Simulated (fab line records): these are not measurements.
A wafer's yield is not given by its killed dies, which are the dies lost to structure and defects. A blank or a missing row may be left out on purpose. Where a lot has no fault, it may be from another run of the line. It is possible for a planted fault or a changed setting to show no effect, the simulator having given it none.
fab line records -- flow sky130 -- part 2 of 2: steps 35 to 35 of 35
record: lots: 7, wafers: 21, last_day: 50
route steps=708 shown SD_P@327 RES_XHIGH@332 SD_N@342 SALICIDE@361 PAD_OPEN@708
lots untouched by any fault: they come from a run of this same line in which no faults occurred
start_h: start of the lot's first displayed wafer, in hours after the record's first day -- wait_h: time in hours since the lot's previous step -- " same as the row above -- L1.1+2: a single row standing in for several wafers -- - value missing, or start not given -- * or withheld: withheld -- < > ~ a bound
route shown NAME@n: names a module that has steps shown in the file, with the first one's number in the route -- usual: mean/standard deviation of fault-free wafers -- same: alike in all rows -- chamber/n: place in a boat -- sites: per-site readings -- _std_site: standard deviation across them -- _edge_site: outer sites' mean less inner sites' -- radius_mm: how far each site lies from the wafer's centre -- mask NAME#n: copy n -- behind: the last tool/chamber to shape the wafer -- hold: why the lot went on hold/how many hours it stayed there/how the hold came to an end -- device: transistor that didn't switch, given as n, p or np -- end of line: the same wafers' tests at the end of the route -- step lacking rows: just its recipe -- killed: dies that structure and defects cost at the first sort, which is not the same as the wafer's yield -- map: per-die view of a wafer (x killed, . not killed, _ where there is no die)
set.NAME: the setting as run; set.NAME@STEP: as run at that earlier step -- model.NAME: the simulator's own value behind a step, which no gauge read
lots seen at some steps along the route; tables by step, rows by wafer
services: the hour from which a tool's chamber was out of use, counted from the record's first day as start_h (under 0 if before that day), plus the number of hours and why
== steps ==
step: SKY_PAD_OPEN_PROBE_99
usual: killed_at_M0_to_M3: 44/6.9, killed_at_M4_up: 3.3/1.8, killed_at_contacts: 24/5, killed_at_front_end: 16/4.6, killed_at_other: 0.2/0.42, killed_dies: 88/9.2, killed_open: 48/7.3, killed_short: 40/6.5
same: gross_dies: 492, killed_at_back_side: 0
lot.wafer,tool,chamber,start_h,wait_h,killed_at_M0_to_M3,killed_at_M4_up,killed_at_contacts,killed_at_front_end,killed_at_other,killed_dies,killed_open,killed_short,model.etest.res_xhigh_po.line_ohm_um,model.etest.res_xhigh_po.rs_ohm_sq,model.etest.res_xhigh_po.rs_ohm_sq_range,model.etest.res_xhigh_po.rs_ohm_sq_rim_less_centre
L473.1,prober-01,-,1111.10,0.1,50,2,32,16,1,101,50,51,1919,665.6,25.81,-3.361
L473.3,prober-01,-,1111.20,0.2,46,4,23,13,0,86,41,45,1938,678.4,15.92,3.55
L473.6,prober-01,-,1111.35,0.2,44,4,20,14,0,82,46,36,1869,662.2,18.01,2.801
L472.1,prober-02,-,1112.19,0.1,30,2,26,19,1,78,39,37,5544,1960,126.7,-104
L472.2,prober-02,-,1112.24,0.1,33,3,27,21,0,84,40,43,5679,1979,108.8,-91.68
L472.5,prober-02,-,1112.39,0.2,53,1,21,13,0,88,58,28,5474,1902,96.43,-87.88
L474.2,prober-01,-,1120.66,0.1,35,3,25,7,0,70,37,33,5695,1986,69.23,-47.68
L474.3,prober-01,-,1120.71,0.2,45,2,16,14,1,78,37,41,5530,1957,31.04,-5.761
L474.6,prober-01,-,1120.86,0.2,39,2,17,18,0,76,46,30,5730,2024,42.55,-32.03
L475.1,prober-02,-,1125.65,0.1,30,1,20,18,1,70,32,38,1857,643,24.79,-11.99
L475.2,prober-02,-,1125.70,0.1,36,4,19,15,0,74,41,33,1876,658.1,23.54,-7.166
L475.4,prober-02,-,1125.80,0.2,35,4,20,11,0,70,40,29,1860,657.8,25.38,-11.14
L476.2,prober-01,-,1128.77,0.1,39,3,24,11,0,77,46,30,1975,702.4,36.04,27.36
L476.4,prober-01,-,1128.87,0.2,45,2,24,20,0,91,50,39,1896,667.4,39,29.43
L476.6,prober-01,-,1128.97,0.2,37,1,19,15,0,72,37,35,1854,649.8,38.18,24.83
L488.1,prober-01,-,1187.90,0.1,47,4,13,19,0,83,37,46,5583,1931,62.61,-5.653
L488.4,prober-01,-,1188.05,0.2,42,2,21,18,0,83,52,31,5640,1947,41.02,-0.6731
L488.6,prober-01,-,1188.15,0.2,41,2,25,23,1,92,48,43,5533,1956,55.56,-1.27
L491.3,prober-02,-,1198.24,0.2,44,0,25,10,0,79,50,29,5474,1912,107.8,-73.77
L491.5,prober-02,-,1198.34,0.2,37,2,29,12,0,80,45,35,5655,1972,118.7,-90.36
L491.6,prober-02,-,1198.39,0.2,56,4,24,10,1,95,49,46,5731,2014,130.4,-96.32
killed by level:class
L473.1 LI_CONTACT:geometric_particle:open=13 VIA1:geometric_particle:open=10 CONTACT:geometric_particle:open=7 VIA2:geometric_particle:open=7 POLY_GATE:geometric_particle:short=6 CONTACT:geometric_particle:short=6 METAL1:geometric_particle:short=6 VIA3:geometric_particle:short=6
L473.3 VIA1:geometric_particle:open=9 VIA2:geometric_particle:open=8 VIA3:geometric_particle:open=8 CONTACT:geometric_particle:short=7 LI_CONTACT:geometric_particle:open=6 LI_CONTACT:geometric_particle:short=5 VIA3:geometric_particle:short=5 POLY_GATE:geometric_particle:short=4
L473.6 VIA1:geometric_particle:open=11 VIA2:geometric_particle:open=6 LI_CONTACT:geometric_particle:open=6 METAL2:geometric_particle:short=6 VIA3:geometric_particle:open=6 METAL1:geometric_particle:short=5 CONTACT:geometric_particle:open=5 CONTACT:geometric_particle:short=4
L472.1 LI_CONTACT:geometric_particle:open=10 VIA1:geometric_particle:open=8 CONTACT:geometric_particle:short=6 CONTACT:geometric_particle:open=5 VIA2:geometric_particle:open=5 FIELD_ISO:geometric_particle:short=4 VIA1:geometric_particle:short=4 METAL2:geometric_particle:short=4
L472.2 LI_CONTACT:geometric_particle:open=8 CONTACT:geometric_particle:open=8 VIA1:geometric_particle:open=8 METAL1:geometric_particle:short=8 CONTACT:geometric_particle:short=6 VIA3:geometric_particle:short=6 FIELD_ISO:geometric_particle:short=4 FIELD_ISO:geometric_particle:open=4
L472.5 VIA1:geometric_particle:open=13 VIA2:geometric_particle:open=11 LI_CONTACT:geometric_particle:open=9 CONTACT:geometric_particle:open=6 FIELD_ISO:geometric_particle:open=5 VIA2:geometric_particle:short=5 METAL1:geometric_particle:short=4 VIA3:geometric_particle:open=3
L474.2 VIA2:geometric_particle:open=11 CONTACT:geometric_particle:open=8 VIA1:geometric_particle:open=6 CONTACT:geometric_particle:short=5 FIELD_ISO:geometric_particle:short=4 LI_CONTACT:geometric_particle:open=4 LI_CONTACT:geometric_particle:short=4 LOCAL_INTERCONNECT:geometric_particle:short=4
L474.3 VIA1:geometric_particle:open=8 METAL2:geometric_particle:short=7 CONTACT:geometric_particle:open=6 VIA2:geometric_particle:open=6 CONTACT:geometric_particle:short=5 VIA3:geometric_particle:open=5 VIA2:geometric_particle:short=4 METAL1:geometric_particle:short=4
L474.6 VIA3:geometric_particle:open=9 VIA1:geometric_particle:open=8 LI_CONTACT:geometric_particle:open=5 METAL2:geometric_particle:short=5 FIELD_ISO:geometric_particle:short=4 FIELD_ISO:geometric_particle:open=4 POLY_GATE:geometric_particle:open=4 CONTACT:geometric_particle:open=4
L475.1 POLY_GATE:geometric_particle:short=10 LI_CONTACT:geometric_particle:open=10 VIA3:geometric_particle:open=7 VIA1:geometric_particle:short=6 CONTACT:geometric_particle:open=5 METAL3:geometric_particle:short=5 CONTACT:geometric_particle:short=3 VIA2:geometric_particle:open=3
L475.2 CONTACT:geometric_particle:open=11 VIA1:geometric_particle:open=10 VIA1:geometric_particle:short=7 METAL2:geometric_particle:short=5 FIELD_ISO:geometric_particle:open=4 VIA2:geometric_particle:short=4 VIA3:geometric_particle:open=4 LI_CONTACT:geometric_particle:open=3
L475.4 LI_CONTACT:geometric_particle:open=10 VIA3:geometric_particle:open=10 VIA1:geometric_particle:open=7 CONTACT:geometric_particle:open=4 POLY_CUT:geometric_particle:short=3 LI_CONTACT:geometric_particle:short=3 VIA2:geometric_particle:open=3 METAL2:geometric_particle:short=3
L476.2 VIA1:geometric_particle:open=10 CONTACT:geometric_particle:open=9 VIA2:geometric_particle:open=6 LI_CONTACT:geometric_particle:open=5 CONTACT:geometric_particle:short=5 FIELD_ISO:geometric_particle:short=4 METAL2:geometric_particle:short=4 VIA3:geometric_particle:open=4
L476.4 CONTACT:geometric_particle:open=12 METAL1:geometric_particle:short=8 METAL2:geometric_particle:short=8 VIA2:geometric_particle:open=6 LI_CONTACT:geometric_particle:open=6 VIA3:geometric_particle:open=6 FIELD_ISO:geometric_particle:open=5 POLY_GATE:geometric_particle:open=5
L476.6 VIA1:geometric_particle:open=10 FIELD_ISO:geometric_particle:short=7 CONTACT:geometric_particle:open=7 LI_CONTACT:geometric_particle:open=5 LOCAL_INTERCONNECT:geometric_particle:short=5 METAL1:geometric_particle:short=5 VIA2:geometric_particle:open=5 VIA3:geometric_particle:open=4
L488.1 METAL2:geometric_particle:short=7 VIA1:geometric_particle:open=7 VIA1:geometric_particle:short=6 VIA3:geometric_particle:short=6 FIELD_ISO:geometric_particle:short=5 VIA2:geometric_particle:short=5 VIA3:geometric_particle:open=5 FIELD_ISO:geometric_particle:open=4
L488.4 VIA1:geometric_particle:open=12 VIA2:geometric_particle:open=10 LI_CONTACT:geometric_particle:open=9 VIA3:geometric_particle:open=6 FIELD_ISO:geometric_particle:short=5 CONTACT:geometric_particle:open=5 VIA1:geometric_particle:short=5 POLY_GATE:geometric_particle:open=4
L488.6 VIA2:geometric_particle:open=9 CONTACT:geometric_particle:open=9 VIA1:geometric_particle:open=9 FIELD_ISO:geometric_particle:short=8 POLY_GATE:geometric_particle:open=7 CONTACT:geometric_particle:short=6 METAL2:geometric_particle:short=6 METAL1:geometric_particle:short=5
L491.3 CONTACT:geometric_particle:open=14 VIA1:geometric_particle:open=13 METAL2:geometric_particle:short=8 VIA3:geometric_particle:open=6 METAL1:geometric_particle:short=5 VIA2:geometric_particle:open=5 CONTACT:geometric_particle:short=4 LOCAL_INTERCONNECT:geometric_particle:short=3
L491.5 CONTACT:geometric_particle:open=14 VIA1:geometric_particle:open=9 LOCAL_INTERCONNECT:geometric_particle:short=7 FIELD_ISO:geometric_particle:short=5 VIA2:geometric_particle:open=5 VIA1:geometric_particle:short=5 CONTACT:geometric_particle:short=4 METAL2:geometric_particle:open=4
L491.6 VIA1:geometric_particle:open=11 CONTACT:geometric_particle:open=10 METAL2:geometric_particle:short=10 METAL1:geometric_particle:short=8 VIA3:geometric_particle:short=7 VIA3:geometric_particle:open=7 POLY_GATE:geometric_particle:open=5 LI_CONTACT:geometric_particle:open=4
== services ==
tool,chamber,start_h,hours,kind
plasma_asher-01,-,614.40,28.1,pm
implanter-02,-,633.96,6.1,repair
implanter-02,-,665.77,0.9,repair
plasma_asher-01,-,671.51,0.3,repair
plasma_asher-04,-,733.75,9.0,pm
plasma_asher-04,0,733.75,9.0,vent_cycle
plasma_asher-04,1,733.75,9.0,vent_cycle
plasma_asher-04,0,742.75,-,clean
plasma_asher-04,1,742.75,-,clean
plasma_asher-02,-,757.50,0.7,repair
implanter-01,-,798.37,1.8,repair
plasma_asher-02,-,804.33,2.8,pm
implanter-01,-,814.63,3.2,pm
== key ==
first_sign: step: SKY_RES_XHIGH_IMPLANT_07, reading: visit, direction: added
effect: step: SKY_RES_XHIGH_STRIP_08, reading: strip_time_to_endpoint_s, direction: up, sigmas: 22, usual: *, struck: *
effect: step: SKY_RES_XHIGH_TW_MEAS_09, reading: RES_XHIGH_TW, direction: up, sigmas: 13, usual: 1656, struck: 2068
effect: step: SKY_SD_N_RS_MEAS_18, reading: RES_XHIGH_RS, direction: down, sigmas: 99+, usual: 333.4, struck: 204.4
model_effect: step: SKY_PAD_OPEN_PROBE_99, value: etest.res_xhigh_po.line_ohm_um, without: 5732, struck: 1894
met_at SKY_RES_XHIGH_IMPLANT_07
struck_wafers L473.1,L473.3,L473.6,L475.1,L475.2,L475.4,L476.2,L476.4,L476.6
tester_left_out L473,L475,L476
fault: kind: repeated_step_whole, tool: implanter-01,implanter-02,implanter-04, chamber: -, onset_h: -, steps: SKY_RES_XHIGH_IMPLANT_07, times: 1, scope: struck_lots_only
tester_left_out: of these lots the tester's yield and bins aren't shown, on N5 and GAA mostly nor the transistor test; their killed dies are dies lost to structure and defects alone, not to doping, threshold or leakage, so they don't give the yield
